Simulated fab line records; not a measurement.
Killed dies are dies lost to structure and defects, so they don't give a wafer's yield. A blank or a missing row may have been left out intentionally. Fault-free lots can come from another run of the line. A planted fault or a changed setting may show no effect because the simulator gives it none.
The tool behind it: which one? + flow gf180mcu + 39 wafers from 13 lots sampled at 2 of the route's 602 steps

== WHAT THE GAUGES SHOWED, per wafer ==
GF_V5_BOW_MEAS_05.
| lot  | measured     | on            | V5_BOW (um) |
|------|--------------|---------------|-------------|
| L722 | day 26 03:17 | film_metro-03 | 146 130 147 |
| L724 | day 26 23:14 | film_metro-02 | 138 119 132 |
| L725 | day 27 06:42 | film_metro-01 | 136 133 141 |
| L726 | day 27 14:23 | film_metro-02 | 137 131 140 |
| L727 | day 27 23:00 | film_metro-03 | 123 127 119 |
| L729 | day 28 13:36 | film_metro-01 | 118 127 109 |
| L731 | day 29 07:00 | film_metro-03 | 139 120 125 |
| L734 | day 30 04:40 | film_metro-02 | 135 132 135 |
| L741 | day 31 22:34 | film_metro-03 | 121 117 132 |
| L742 | day 32 06:33 | film_metro-02 | 133 136 135 |
| L743 | day 32 07:44 | film_metro-03 | 141 133 136 |
| L744 | day 32 19:13 | film_metro-02 | 125 132 142 |
| L745 | day 32 23:36 | film_metro-03 | 132 139 143 |

== WHICH TOOL RAN EACH LOT (tool, then ch and the chambers of the sampled wafers, then the start) ==
| lot  | GF_MIM_SPUTTER_08            |
|------|------------------------------|
| L722 | pvd_sputter-03, day 24 06:49 |
| L724 | pvd_sputter-01, day 25 03:05 |
| L725 | pvd_sputter-01, day 25 11:51 |
| L726 | pvd_sputter-04, day 25 18:50 |
| L727 | pvd_sputter-01, day 26 04:43 |
| L729 | pvd_sputter-04, day 26 20:08 |
| L731 | pvd_sputter-01, day 27 14:17 |
| L734 | pvd_sputter-04, day 28 12:49 |
| L741 | pvd_sputter-03, day 30 09:17 |
| L742 | pvd_sputter-03, day 30 18:05 |
| L743 | pvd_sputter-03, day 30 19:29 |
| L744 | pvd_sputter-01, day 31 06:33 |
| L745 | pvd_sputter-04, day 31 11:39 |
- GF_MIM_SPUTTER_08: material AlCu, target thk 200 nm, time 10.6 s.

== AS READ BY THE TOOLS THEMSELVES (means over the sampled wafers that have a number; for cases with no such wafer, the mark the record gives instead) ==
GF_MIM_SPUTTER_08.
| lot  | tool           | chamber_pressure_pa (Pa) | throttle_valve_pct (%) |
|------|----------------|--------------------------|------------------------|
| L722 | pvd_sputter-03 | 0.4005                   | 29.2                   |
| L724 | pvd_sputter-01 | 0.3996                   | 30.1                   |
| L725 | pvd_sputter-01 | 0.4006                   | 30.6                   |
| L726 | pvd_sputter-04 | 0.4004                   | 29.4                   |
| L727 | pvd_sputter-01 | 0.3994                   | 30.9                   |
| L729 | pvd_sputter-04 | 0.3993                   | 31.2                   |
| L731 | pvd_sputter-01 | 0.4002                   | 30.5                   |
| L734 | pvd_sputter-04 | 0.4003                   | 30.5                   |
| L741 | pvd_sputter-03 | 0.4009                   | 30.1                   |
| L742 | pvd_sputter-03 | 0.4002                   | 30.1                   |
| L743 | pvd_sputter-03 | 0.3992                   | 29.8                   |
| L744 | pvd_sputter-01 | 0.3994                   | 31.0                   |
| L745 | pvd_sputter-04 | 0.4002                   | 31.3                   |

== THE ANSWER, worked out from the rows above alone ==
Rule: what is usual is taken from the lots themselves. The widest of any qualifying gaps counts: lots, ordered by their means at a reading, are off when they make up no more than a third of the lots, leave a main group of 4 or more, and stand apart from it by 3 or more times the standard deviation of that group's means. Not used: any main group whose means are identical at the precision the tables above print for the reading. A lot without any number at a reading at which 4 lots or more have one is off too. Any other lot the step has rows for is counted as sound. After the gauges, taken in route order, come the tools' own readings; for these a lot's mean is taken, as printed above. At the first step where some lot is off, the reading lying furthest off is the one used; lots without a number count as furthest.
No lot is off at any reading shown: from this, nothing can be told.

== WHAT THE SIMULATOR HAD INSERTED ==
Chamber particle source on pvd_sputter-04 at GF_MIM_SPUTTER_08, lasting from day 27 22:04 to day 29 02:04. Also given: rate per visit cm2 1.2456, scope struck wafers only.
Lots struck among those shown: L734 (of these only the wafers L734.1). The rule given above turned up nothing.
